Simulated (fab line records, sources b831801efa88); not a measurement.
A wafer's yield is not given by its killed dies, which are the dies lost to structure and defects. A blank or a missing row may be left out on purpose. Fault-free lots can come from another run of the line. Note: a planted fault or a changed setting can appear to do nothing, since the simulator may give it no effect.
Chamber matching | flow sky130 | 4 sister chambers for SKY_LI_CONTACT_CMP_02 on cmp-01
The step polishes PSG. 4 wafers are shown with their chamber, then 10 later ones without.

WAFERS PAIRED WITH THEIR CHAMBERS
wafer  | chamber | motor_current_A (A)
L165.1 | 3       | 11.9
L165.4 | 1       | 14.5
L166.1 | 0       | 11.2
L166.3 | 2       | 11.5

WAFERS WHOSE CHAMBER IS MISSING
wafer  | motor_current_A (A)
L166.6 | 11.6
L171.2 | 11.3
L171.4 | 11.5
L171.5 | 11.8
L172.1 | 11.5
L172.5 | 10.8
L172.6 | 12.2
L173.2 | 12.0
L173.5 | 12.8
L173.6 | 12.0

CHAMBER TAKEN BY EACH
wafer  | from the rows above          | in truth
L166.6 | can't be placed: 2 or 3 or 0 | 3
L171.2 | can't be placed: 0 or 2 or 3 | 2
L171.4 | can't be placed: 2 or 0 or 3 | 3
L171.5 | can't be placed: 3 or 2 or 0 | 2
L172.1 | can't be placed: 2 or 0 or 3 | 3
L172.5 | can't be placed: 0 or 2      | 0
L172.6 | can't be placed: 3 or 2      | 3
L173.2 | can't be placed: 3 or 2      | 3
L173.5 | can't be placed: 3 or 2      | 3
L173.6 | can't be placed: 3 or 2      | 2
Correct placement for 0 of the 10. Not placeable from these rows: 10 (in 10, the candidates include the true chamber). Placed wrongly: 0.
How it was worked out, from the rows above alone: a wafer's distance from a chamber is the root of the sum, over the readings, of the square of ((its reading less the chamber's mean) divided by the reading's scatter). If the next closest chamber is less than 2 further off than the closest, the wafer can't be placed; otherwise it belongs to the closest. The mean given for a chamber averages the wafers shown for that chamber. The scatter: root of mean squared gap, hidden wafer to nearest shown wafer, with one shown wafer a chamber.
